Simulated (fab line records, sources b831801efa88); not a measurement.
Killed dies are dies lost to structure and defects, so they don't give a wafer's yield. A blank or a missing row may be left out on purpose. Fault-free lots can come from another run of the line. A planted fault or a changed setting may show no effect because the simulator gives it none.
Which tool was responsible? / flow sky130 / Sampling: 14 lots, 42 wafers, 4 of 708 route steps

## WHAT THE GAUGES SHOWED, per wafer
SKY_LDD_N_OVL_MEAS_07. Usual: LDD_N_OVL -0.8 nm, standard deviation 1.1.
lot=L619; measured=day 17 21:20; on=overlay-01; LDD_N_OVL (nm)=0.5 -0.4 0.2; flag=
lot=L620; measured=day 18 08:52; on=overlay-01; LDD_N_OVL (nm)=-1.1 -0.2 -0.6; flag=
lot=L621; measured=day 18 20:08; on=overlay-01; LDD_N_OVL (nm)=-1.2 0.2 -1.8; flag=
lot=L625; measured=day 20 03:13; on=overlay-02; LDD_N_OVL (nm)=-3.9 -3.0 -4.0; flag=
lot=L628; measured=day 20 19:05; on=overlay-01; LDD_N_OVL (nm)=-1.5 -0.3 0.4; flag=
lot=L629; measured=day 21 10:08; on=overlay-01; LDD_N_OVL (nm)=-1.3 -2.3 -2.2; flag=
lot=L630; measured=day 21 16:19; on=overlay-02; LDD_N_OVL (nm)=0.4 0.6 0.4; flag=
lot=L631; measured=day 22 06:07; on=overlay-01; LDD_N_OVL (nm)=-0.2 0.0 -0.6; flag=
lot=L632; measured=day 22 14:31; on=overlay-01; LDD_N_OVL (nm)=-1.5 -1.4 -1.1; flag=
lot=L633; measured=day 22 20:19; on=overlay-02; LDD_N_OVL (nm)=0.5 0.4 0.8; flag=
lot=L639; measured=day 25 02:13; on=overlay-02; LDD_N_OVL (nm)=-0.1 0.3 -0.5; flag=
lot=L640; measured=day 25 09:10; on=overlay-02; LDD_N_OVL (nm)=-0.5 -2.4 -0.3; flag=
lot=L641; measured=day 25 17:18; on=overlay-02; LDD_N_OVL (nm)=-0.7 0.7 0.4; flag=
lot=L642; measured=day 26 00:45; on=overlay-01; LDD_N_OVL (nm)=-1.0 -1.6 -1.9; flag=

SKY_LI_CONTACT_BOW_MEAS_03. Usual: LI_CONTACT_BOW 55 um, standard deviation 7.
lot=L619; measured=day 28 05:35; on=film_metro-03; LI_CONTACT_BOW (um)=70 53 61; flag=
lot=L620; measured=day 28 13:27; on=film_metro-02; LI_CONTACT_BOW (um)=58 43 60; flag=
lot=L621; measured=day 29 01:02; on=film_metro-03; LI_CONTACT_BOW (um)=54 50 63; flag=
lot=L625; measured=day 30 06:26; on=film_metro-04; LI_CONTACT_BOW (um)=56 47 65; flag=
lot=L628; measured=day 30 19:21; on=film_metro-04; LI_CONTACT_BOW (um)=52 63 59; flag=
lot=L629; measured=day 31 08:49; on=film_metro-03; LI_CONTACT_BOW (um)=46 54 49; flag=
lot=L630; measured=day 31 14:31; on=film_metro-03; LI_CONTACT_BOW (um)=51 62 58; flag=
lot=L631; measured=day 32 01:51; on=film_metro-04; LI_CONTACT_BOW (um)=49 45 63; flag=
lot=L632; measured=day 32 10:37; on=film_metro-03; LI_CONTACT_BOW (um)=53 51 59; flag=
lot=L633; measured=day 32 15:56; on=film_metro-03; LI_CONTACT_BOW (um)=60 50 60; flag=
lot=L639; measured=day 34 15:13; on=film_metro-02; LI_CONTACT_BOW (um)=52 53 45; flag=
lot=L640; measured=day 34 20:39; on=film_metro-04; LI_CONTACT_BOW (um)=61 59 70; flag=
lot=L641; measured=day 35 03:49; on=film_metro-02; LI_CONTACT_BOW (um)=32 46 47; flag=
lot=L642; measured=day 35 11:48; on=film_metro-04; LI_CONTACT_BOW (um)=55 44 56; flag=

## WHAT TOOL EACH LOT RAN ON (gives the tool, then ch and the chambers of the sampled wafers, and finally the start)
lot=L619; SKY_NWELL_DEVELOP_09=litho_track-01 ch 0, day 4 13:00; SKY_POLY_GATE_ETCH_16=rie_diel-02 ch 0,2,3, day 16 13:01
lot=L620; SKY_NWELL_DEVELOP_09=litho_track-04 ch 0, day 4 17:00; SKY_POLY_GATE_ETCH_16=rie_diel-01 ch 1,2,3, day 17 00:36
lot=L621; SKY_NWELL_DEVELOP_09=litho_track-01 ch 0, day 4 23:00; SKY_POLY_GATE_ETCH_16=rie_diel-04 ch 0,2,3, day 17 12:24
lot=L625; SKY_NWELL_DEVELOP_09=litho_track-02 ch 0, day 6 00:00; SKY_POLY_GATE_ETCH_16=rie_diel-01 ch 0,1,2, day 18 18:40
lot=L628; SKY_NWELL_DEVELOP_09=litho_track-01 ch 0, day 6 14:00; SKY_POLY_GATE_ETCH_16=rie_diel-01 ch 2,3, day 19 10:43
lot=L629; SKY_NWELL_DEVELOP_09=litho_track-02 ch 0, day 6 23:00; SKY_POLY_GATE_ETCH_16=rie_diel-01 ch 0,2,3, day 20 00:49
lot=L630; SKY_NWELL_DEVELOP_09=litho_track-02, day 7 04:00; SKY_POLY_GATE_ETCH_16=rie_diel-04 ch 1,3, day 20 07:08
lot=L631; SKY_NWELL_DEVELOP_09=litho_track-02, day 7 12:00; SKY_POLY_GATE_ETCH_16=rie_diel-01 ch 0,1, day 20 22:15
lot=L632; SKY_NWELL_DEVELOP_09=litho_track-04 ch 0, day 7 19:00; SKY_POLY_GATE_ETCH_16=rie_diel-01 ch 0,1,2, day 21 06:04
lot=L633; SKY_NWELL_DEVELOP_09=litho_track-02 ch 0, day 8 00:00; SKY_POLY_GATE_ETCH_16=rie_diel-02 ch 2,3, day 21 13:25
lot=L639; SKY_NWELL_DEVELOP_09=litho_track-02 ch 0, day 9 12:00; SKY_POLY_GATE_ETCH_16=rie_diel-01 ch 0,2, day 23 19:18
lot=L640; SKY_NWELL_DEVELOP_09=litho_track-02 ch 0, day 9 18:00; SKY_POLY_GATE_ETCH_16=rie_diel-02 ch 0,1, day 24 02:03
lot=L641; SKY_NWELL_DEVELOP_09=litho_track-04 ch 0, day 9 23:00; SKY_POLY_GATE_ETCH_16=rie_diel-02 ch 0,2, day 24 10:07
lot=L642; SKY_NWELL_DEVELOP_09=litho_track-02 ch 0, day 10 06:00; SKY_POLY_GATE_ETCH_16=rie_diel-02 ch 2,3, day 24 16:48
- SKY_NWELL_DEVELOP_09: develop time 60 s.
- SKY_POLY_GATE_ETCH_16: etches Si3N4 in CH3F/O2, stops on poly-Si, time 147.5 s, target depth 75 nm.

## WHAT THE TOOLS THEMSELVES READ (means of the sampled wafers that have a number; where no wafer has one, the mark that the record gives instead)
SKY_NWELL_DEVELOP_09. Usual: chill_plate_temp_C at 23.01 C, with a standard deviation of 0.097.
lot=L619; tool=litho_track-01; chill_plate_temp_C (C)=22.97; flag=
lot=L620; tool=litho_track-04; chill_plate_temp_C (C)=22.91; flag=
lot=L621; tool=litho_track-01; chill_plate_temp_C (C)=22.93; flag=
lot=L625; tool=litho_track-02; chill_plate_temp_C (C)=23.05; flag=
lot=L628; tool=litho_track-01; chill_plate_temp_C (C)=23.14; flag=
lot=L629; tool=litho_track-02; chill_plate_temp_C (C)=23.06; flag=
lot=L630; tool=litho_track-02; chill_plate_temp_C (C)=-; flag=OFF
lot=L631; tool=litho_track-02; chill_plate_temp_C (C)=-; flag=OFF
lot=L632; tool=litho_track-04; chill_plate_temp_C (C)=22.94; flag=
lot=L633; tool=litho_track-02; chill_plate_temp_C (C)=23.10; flag=
lot=L639; tool=litho_track-02; chill_plate_temp_C (C)=22.95; flag=
lot=L640; tool=litho_track-02; chill_plate_temp_C (C)=23.06; flag=
lot=L641; tool=litho_track-04; chill_plate_temp_C (C)=23.07; flag=
lot=L642; tool=litho_track-02; chill_plate_temp_C (C)=23.05; flag=

SKY_POLY_GATE_ETCH_16. Usual: drypump_motor_current_A 5.6 A, standard deviation 0.46; oes_product_au 0.639 a.u., standard deviation 0.0048; throttle_valve_pct 10.535 %, standard deviation 0.009.
lot=L619; tool=rie_diel-02; drypump_motor_current_A (A)=5.9; oes_product_au (a.u.)=0.645; throttle_valve_pct (%)=10.535; flag=
lot=L620; tool=rie_diel-01; drypump_motor_current_A (A)=5.2; oes_product_au (a.u.)=0.640; throttle_valve_pct (%)=10.538; flag=
lot=L621; tool=rie_diel-04; drypump_motor_current_A (A)=6.1; oes_product_au (a.u.)=0.637; throttle_valve_pct (%)=10.533; flag=
lot=L625; tool=rie_diel-01; drypump_motor_current_A (A)=5.5; oes_product_au (a.u.)=0.639; throttle_valve_pct (%)=10.541; flag=
lot=L628; tool=rie_diel-01; drypump_motor_current_A (A)=5.0; oes_product_au (a.u.)=0.644; throttle_valve_pct (%)=10.538; flag=
lot=L629; tool=rie_diel-01; drypump_motor_current_A (A)=5.3; oes_product_au (a.u.)=0.640; throttle_valve_pct (%)=10.536; flag=
lot=L630; tool=rie_diel-04; drypump_motor_current_A (A)=5.8; oes_product_au (a.u.)=0.637; throttle_valve_pct (%)=10.537; flag=
lot=L631; tool=rie_diel-01; drypump_motor_current_A (A)=5.7; oes_product_au (a.u.)=0.642; throttle_valve_pct (%)=10.537; flag=
lot=L632; tool=rie_diel-01; drypump_motor_current_A (A)=5.5; oes_product_au (a.u.)=0.638; throttle_valve_pct (%)=10.532; flag=
lot=L633; tool=rie_diel-02; drypump_motor_current_A (A)=5.9; oes_product_au (a.u.)=0.640; throttle_valve_pct (%)=10.539; flag=
lot=L639; tool=rie_diel-01; drypump_motor_current_A (A)=5.6; oes_product_au (a.u.)=0.641; throttle_valve_pct (%)=10.531; flag=
lot=L640; tool=rie_diel-02; drypump_motor_current_A (A)=5.8; oes_product_au (a.u.)=0.641; throttle_valve_pct (%)=10.533; flag=
lot=L641; tool=rie_diel-02; drypump_motor_current_A (A)=5.6; oes_product_au (a.u.)=0.641; throttle_valve_pct (%)=10.537; flag=
lot=L642; tool=rie_diel-02; drypump_motor_current_A (A)=5.7; oes_product_au (a.u.)=0.635; throttle_valve_pct (%)=10.529; flag=

## THE ANSWER, worked out from the rows above alone
Rule: take the mean of a lot's wafers that have a number; if it is more than 3 standard deviations from the usual mean, the lot is off. Also off: a lot with no number at a reading for which 4 or more lots have one. All remaining lots with rows at the step are treated as sound. After the gauges, taken in route order, come the tools' own readings; for these a lot's mean is taken, as printed above. The first step at which some lot is off is used, and at that step the reading that is off furthest; a lot without a number counts as furthest.
Off, at SKY_NWELL_DEVELOP_09 on chill_plate_temp_C: L630, L631. Without a number there: L630, L631.
A tool fits if, at that step or a process step before it, it ran every lot that is off, and no sound lot after the first of them. Of those tried, none fits.

## WHAT THE SIMULATOR PUT IN
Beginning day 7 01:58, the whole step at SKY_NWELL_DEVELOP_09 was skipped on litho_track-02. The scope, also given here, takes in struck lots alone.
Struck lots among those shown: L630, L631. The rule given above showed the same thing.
